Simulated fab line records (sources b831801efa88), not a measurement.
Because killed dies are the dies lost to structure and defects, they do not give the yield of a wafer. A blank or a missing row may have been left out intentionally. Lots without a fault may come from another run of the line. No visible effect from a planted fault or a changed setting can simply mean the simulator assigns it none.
Check for tools in common    flow sky130    Lots sampled 15, wafers sampled 45

## THE REASON FOR OPENING IT
Of 15 lots, 3 have the reading LDD_LDN_TW flagged at SKY_LDD_LDN_TW_MEAS_13. Fault-free wafers read 1479, with a standard deviation of 10.
Rule: a lot is flagged in two cases, either no wafer of it has a number, or all its wafers with numbers fall more than 4 standard deviations from that mean. All remaining lots are regarded as sound.

lot   measured      on             LDD_LDN_TW, wafer by wafer  flag
L234  day 22 11:07  film-metro-03  1485 1482 1491              
L235  day 23 06:17  film-metro-03  1495 1491 1492              
L236  day 23 10:16  film-metro-02  1464 1464 1471              
L240  day 25 03:03  film-metro-02  1348 1353 1348              FLAGGED
L241  day 25 11:58  film-metro-01  1354 1354 1363              FLAGGED
L242  day 25 21:52  film-metro-03  1361 1364 1369              FLAGGED
L244  day 26 07:28  film-metro-03  1478 1490 1489              
L247  day 27 15:19  film-metro-02  1471 1459 1470              
L248  day 27 22:40  film-metro-01  1476 1472 1472              
L250  day 28 08:58  film-metro-02  1475 1471 1475              
L252  day 29 05:27  film-metro-01  1468 1482 1476              
L253  day 29 07:01  film-metro-01  1476 1469 1477              
L255  day 29 23:32  film-metro-02  1450 1454 1453              
L256  day 30 03:47  film-metro-03  1483 1481 1488              
L257  day 30 11:06  film-metro-03  1488 1489 1487              
Average over the flagged lots: 1357; offset from the usual -122, equal to -12 standard deviations.

## WHICH TOOL RAN EACH LOT
Before the reading, the record contains 2 process steps out of a 708-step route. Cell contents, in order: the tool; ch with the chambers the sampled wafers went through; the start.
lot   flag     SKY_POLY_GATE_STRIP_18                SKY_LDD_LDN_IMPLANT_08
L234           plasma-asher-02 ch 0,1, day 15 22:39  implanter-01 ch 0, day 22 10:26
L235           plasma-asher-04 ch 1, day 16 17:15    implanter-01 ch 0, day 23 05:36
L236           plasma-asher-04 ch 0,1, day 16 22:06  implanter-01 ch 0, day 23 09:35
L240  FLAGGED  plasma-asher-02 ch 0, day 18 15:15    implanter-02, day 25 02:22
L241  FLAGGED  plasma-asher-02 ch 0,1, day 18 23:23  implanter-03, day 25 11:17
L242  FLAGGED  plasma-asher-02 ch 0,1, day 19 08:53  implanter-01, day 25 21:11
L244           plasma-asher-02 ch 0,1, day 19 22:12  implanter-01 ch 0, day 26 06:46
L247           plasma-asher-04 ch 0,1, day 21 08:32  implanter-02 ch 0, day 27 14:37
L248           plasma-asher-01 ch 0,1, day 21 15:45  implanter-03 ch 0, day 27 21:59
L250           plasma-asher-04 ch 0,1, day 22 04:01  implanter-01 ch 0, day 28 08:16
L252           plasma-asher-02 ch 0,1, day 22 18:57  implanter-03 ch 0, day 29 01:23
L253           plasma-asher-01 ch 0,1, day 23 02:23  implanter-02 ch 0, day 29 06:19
L255           plasma-asher-02 ch 0,1, day 23 20:35  implanter-02 ch 0, day 29 22:50
L256           plasma-asher-02 ch 0,1, day 24 01:18  implanter-01 ch 0, day 30 03:05
L257           plasma-asher-01 ch 0,1, day 24 09:56  implanter-03 ch 0, day 30 10:25
What the steps here do:
- SKY_POLY_GATE_STRIP_18: strips in O2/N2.
- SKY_LDD_LDN_IMPLANT_08
- SKY_LDD_LDN_TW_MEAS_13

## FLAGGED OVER TOTAL, TOOL BY TOOL (the gauges that took the reading come last)
step                    tool             lots run  flagged  share of the flagged lots  sound lots run after its first flagged lot
SKY_POLY_GATE_STRIP_18  plasma-asher-01  3         0        none                       -
SKY_POLY_GATE_STRIP_18  plasma-asher-02  8         3        all                        4 (L244,L252,L255,L256)
SKY_POLY_GATE_STRIP_18  plasma-asher-04  4         0        none                       -
SKY_LDD_LDN_IMPLANT_08  implanter-01     7         1        some                       3 (L244,L250,L256)
SKY_LDD_LDN_IMPLANT_08  implanter-02     4         1        some                       3 (L247,L253,L255)
SKY_LDD_LDN_IMPLANT_08  implanter-03     4         1        some                       3 (L248,L252,L257)
SKY_LDD_LDN_TW_MEAS_13  film-metro-01    4         1        some                       3 (L248,L252,L253)
SKY_LDD_LDN_TW_MEAS_13  film-metro-02    5         1        some                       3 (L247,L250,L255)
SKY_LDD_LDN_TW_MEAS_13  film-metro-03    6         1        some                       3 (L244,L256,L257)

## WHAT THE TABLE ALLOWS
1 row of the table ran every flagged lot: plasma-asher-02 at SKY_POLY_GATE_STRIP_18.
- plasma-asher-02 at SKY_POLY_GATE_STRIP_18 ran 8 lots, 3 of them flagged. Sound lots ran on it after the first flagged one (L244, L252, L255, L256), which a lasting fault on the whole tool wouldn't allow.
There is no row in the table that ran each flagged lot and no sound lot after the first.

## WHAT WAS PUT IN BY THE SIMULATOR
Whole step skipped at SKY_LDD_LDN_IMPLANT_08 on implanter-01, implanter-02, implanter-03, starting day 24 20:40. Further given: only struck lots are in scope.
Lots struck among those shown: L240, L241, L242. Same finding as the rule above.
